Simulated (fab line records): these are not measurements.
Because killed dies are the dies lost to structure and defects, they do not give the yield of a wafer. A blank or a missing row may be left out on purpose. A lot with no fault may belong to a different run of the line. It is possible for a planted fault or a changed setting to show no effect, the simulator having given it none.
Shared-tool check | flow sky130 | 11 lots, 39 wafers sampled

## REASON IT WAS OPENED
SKY_POLY_GATE_THK_MEAS_21, reading POLY_GATE_OXIDATION_THK: flagged on 2 of 11 lots. Fault-free wafers read 4.02 nm, with a standard deviation of 0.081.
Rule: a lot is flagged in two cases, either no wafer of it has a number, or all its wafers with numbers fall more than 4 standard deviations from that mean. The other lots count as sound.

lot  | measured     | on            | POLY_GATE_OXIDATION_THK (nm), wafer by wafer | flag
L161 | day 16 07:13 | film metro-04 | 3.85 4.01 3.86                               |
L162 | day 17 02:08 | film metro-04 | 3.93 3.96 3.97                               |
L169 | day 19 18:31 | film metro-01 | 5.01 4.98 4.95 5.05 4.93 5.02                | FLAGGED
L170 | day 20 05:02 | film metro-04 | 4.87 4.82 4.89 4.87 4.84 4.88                | FLAGGED
L176 | day 22 14:02 | film metro-04 | 4.15 4.09 4.07                               |
L178 | day 22 19:02 | film metro-01 | 4.06 4.12 4.03                               |
L177 | day 22 21:46 | film metro-01 | 4.00 4.00 4.07                               |
L179 | day 23 03:55 | film metro-03 | 4.16 4.10 4.20                               |
L182 | day 23 16:04 | film metro-04 | 4.14 4.11 4.16                               |
L181 | day 23 20:46 | film metro-03 | 4.07 4.11 4.07                               |
L183 | day 24 02:47 | film metro-03 | 3.99 3.90 4.00                               |
On average the flagged lots' numbers are 4.93 nm, which is +0.91 nm against the usual, or +11 standard deviations.

## WHICH TOOL RAN EACH LOT
Before the reading, the record contains 3 process steps out of a 708-step route. Each cell gives the tool, then ch followed by the chambers the sampled wafers passed through, then the start.
lot  | flag    | SKY_PWDE_STRIP_09                   | SKY_SONOS_ONO_STRIP_17               | SKY_POLY_GATE_OXIDATION_20
L161 |         | plasma asher-02 ch 0,1, day 3 21:46 | plasma asher-03 ch 0,1, day 12 13:44 | furnace-01 ch 0, day 16 05:58
L162 |         | plasma asher-01 ch 0,1, day 4 03:46 | plasma asher-03 ch 0,1, day 12 22:10 | furnace-02 ch 0, day 17 00:53
L169 | FLAGGED | plasma asher-03 ch 0,1, day 5 19:22 | plasma asher-01 ch 0,1, day 15 14:38 | furnace-02 ch 0, day 19 17:15
L170 | FLAGGED | plasma asher-02 ch 0,1, day 6 00:30 | plasma asher-01 ch 0,1, day 15 22:05 | furnace-02 ch 0, day 20 03:46
L176 |         | plasma asher-01 ch 0,1, day 7 19:44 | plasma asher-03 ch 0,1, day 18 08:32 | furnace-01 ch 0, day 22 12:45
L178 |         | plasma asher-03 ch 0,1, day 7 23:06 | plasma asher-03 ch 0,1, day 18 14:53 | furnace-02 ch 0, day 22 17:46
L177 |         | plasma asher-02 ch 0,1, day 8 00:04 | plasma asher-01 ch 0,1, day 18 15:17 | furnace-01 ch 0, day 22 20:31
L179 |         | plasma asher-03 ch 0,1, day 8 05:40 | plasma asher-01 ch 0,1, day 18 22:44 | furnace-02 ch 0, day 23 02:40
L182 |         | plasma asher-03 ch 0,1, day 8 15:16 | plasma asher-03 ch 0,1, day 19 11:05 | furnace-02 ch 0, day 23 14:48
L181 |         | plasma asher-02 ch 0,1, day 8 16:13 | plasma asher-01 ch 0,1, day 19 15:35 | furnace-02 ch 0, day 23 19:31
L183 |         | plasma asher-03 ch 0,1, day 8 23:27 | plasma asher-01 ch 0,1, day 19 22:25 | furnace-01 ch 0, day 24 01:31
What is done by these steps:
- SKY_PWDE_STRIP_09: strips in O2/N2.
- SKY_SONOS_ONO_STRIP_17: strips in O2/N2.
- SKY_POLY_GATE_OXIDATION_20: stabilise 600 s, purge 300 s, target thk 4 nm.
- SKY_POLY_GATE_THK_MEAS_21

## FLAGGED OVER TOTAL, TOOL BY TOOL (the gauges that took the reading come last)
step                       | tool            | lots run | flagged | share of the flagged lots | sound lots run after its first flagged lot
SKY_PWDE_STRIP_09          | plasma asher-01 | 2        | 0       | none                      | -
SKY_PWDE_STRIP_09          | plasma asher-02 | 4        | 1       | some                      | 2 (L177,L181)
SKY_PWDE_STRIP_09          | plasma asher-03 | 5        | 1       | some                      | 4 (L178,L179,L182,L183)
SKY_SONOS_ONO_STRIP_17     | plasma asher-01 | 6        | 2       | all                       | 4 (L177,L179,L181,L183)
SKY_SONOS_ONO_STRIP_17     | plasma asher-03 | 5        | 0       | none                      | -
SKY_POLY_GATE_OXIDATION_20 | furnace-01      | 4        | 0       | none                      | -
SKY_POLY_GATE_OXIDATION_20 | furnace-02      | 7        | 2       | all                       | 4 (L178,L179,L182,L181)
SKY_POLY_GATE_THK_MEAS_21  | film metro-01   | 3        | 1       | some                      | 2 (L178,L177)
SKY_POLY_GATE_THK_MEAS_21  | film metro-03   | 3        | 0       | none                      | -
SKY_POLY_GATE_THK_MEAS_21  | film metro-04   | 5        | 1       | some                      | 2 (L176,L182)

## WHAT THE TABLE PERMITS
Every flagged lot went through 2 rows of the table: plasma asher-01 at SKY_SONOS_ONO_STRIP_17 and furnace-02 at SKY_POLY_GATE_OXIDATION_20.
- plasma asher-01 at SKY_SONOS_ONO_STRIP_17 ran 6 lots, 2 of them flagged. Lots that were sound ran on it after the first flagged one (L177, L179, L181, L183); a persistent fault on the entire tool would not allow that.
- furnace-02 at SKY_POLY_GATE_OXIDATION_20 ran 7 lots, 2 of them flagged. Lots that were sound ran on it after the first flagged one (L178, L179, L182, L181); a persistent fault on the entire tool would not allow that. Its own readings lie more than 4 standard deviations out on every wafer of the flagged lots: spike tc bottom C, spike tc centre C, spike tc lower C, spike tc top C, spike tc upper C, tube center temp C, tube_center_temp_C_max.
None of the table's rows ran every flagged lot and, after the first, no sound lot.

## WHAT WAS PUT IN BY THE SIMULATOR
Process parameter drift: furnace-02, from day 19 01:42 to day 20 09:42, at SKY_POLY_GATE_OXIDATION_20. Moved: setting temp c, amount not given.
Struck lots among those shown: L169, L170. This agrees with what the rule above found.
